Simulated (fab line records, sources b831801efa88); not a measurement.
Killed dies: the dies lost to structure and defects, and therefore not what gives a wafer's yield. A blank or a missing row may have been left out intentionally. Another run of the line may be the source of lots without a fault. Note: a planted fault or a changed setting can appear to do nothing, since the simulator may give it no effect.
Problem report, 8D (eight disciplines) form, completed by code / flow gf180mcu / the parts of the form that need people (team, actions taken, sign-off) are left out

1. WHAT WENT WRONG
PASSIVATION_CVD_00_THK at GF_PASSIVATION_THK_MEAS_01 reads a mean of 1130 nm on 9 wafers of 3 lots; wafers without a fault read 1002 nm with a standard deviation of 12. Relative to the usual mean, that is a shift of +11 standard deviations.
The first sign was on wafer L550.2 at day 32 21:23, on film_metro-01. The record has a number at this step for 33 wafers belonging to 11 lots. Rule for "out", or "out of limits": more than 4 standard deviations from the usual mean. The other wafers with a number count as sound.

2. WHAT IT IS; WHAT IT IS NOT
question=which readings at this step | is=PASSIVATION_CVD_00_THK | is not=-
question=which lots | is=L550, L553, L554 | is not=L536, L537, L538, L539, L543, L544, L555, L556
question=which wafers of those lots | is=all that have a number | is not=-
question=read on which gauges | is=film_metro-01, film_metro-04 | is not=film_metro-03
question=when | is=from day 32 21:23 | is not=up to then (18 sound wafers); but 6 sound wafers of L555, L556 came after

3. WHAT RULES OUT EACH SUSPECT
Counting: a tool at a process step up to the reading stays a suspect if it ran every lot that is out and no sound lot after the first of them.
- the gauge at GF_PASSIVATION_THK_MEAS_01 is ruled out. 2 gauges (film_metro-01, film_metro-04) read the wafers that are out.
- pecvd-01 at GF_PASSIVATION_CVD_00 (deposits SiO2 from TEOS, target thk 1000 nm, time 111.95 s): kept. All lots that are out passed through it, beginning with L550 at day 32 21:17, and no sound lot followed; its final sound lot before that point was L544 at day 31 06:01. Its own run_length_s readings are out on those wafers.
After counting, what remains is pecvd-01 at GF_PASSIVATION_CVD_00.

4. THE CAUSE (what the simulator had put in)
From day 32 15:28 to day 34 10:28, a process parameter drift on pecvd-01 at GF_PASSIVATION_CVD_00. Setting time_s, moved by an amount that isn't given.
Only this tool survived the counting.

5. SEQUENCE OF EFFECTS, ordered by route
Rows list readings where the struck wafers' mean (over those with a number) sits beyond 3 standard deviations from the usual. Scope: only readings with a usual standard deviation given in the record; hours: median across lots of the time from each lot's start at the first step in this table that gives one to its start at this step; sigmas: change in usual standard deviations.
hours=0; step=GF_PASSIVATION_CVD_00; reading=run_length_s; usual=139.8 s; on struck wafers=153.3; change=+13.5; sigmas=+35
hours=0; step=GF_PASSIVATION_THK_MEAS_01; reading=PASSIVATION_CVD_00_THK; usual=1002 nm; on struck wafers=1130; change=+128; sigmas=+11
hours=16; step=GF_PASSIVATION_ETCH_11; reading=oes_product_au; usual=0.964 a.u.; on struck wafers=0.999; change=+0.035; sigmas=+4.8
Its process steps:
- GF_PASSIVATION_CVD_00: deposits SiO2 from TEOS, target thk 1000 nm, time 111.95 s.
- GF_PASSIVATION_ETCH_11: etches the open film in CF4/O2, stops on TiN, target depth 1800 nm, time 400 s.
Later measuring or inspecting steps at which every struck wafer that the step has a row for has a number for every such reading, and none has moved that far: GF_PASSIVATION_THK_MEAS_03.

6. HOW IT WOULD HAVE BEEN CAUGHT EARLIER
In this record the first reading out of limits at a measuring or inspecting step was taken at day 32 21:23, 6 hours after the fault began at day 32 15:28.
At GF_PASSIVATION_CVD_00, the tool's own readings (run_length_s) were out on each struck wafer the step has a row for, so an alarm limit on them would have fired on the first such wafer.
Of the lots that are out (3), L553, L554 began GF_PASSIVATION_CVD_00 on pecvd-01 after day 32 21:23. A hold on the tool at that time would have spared those 2.
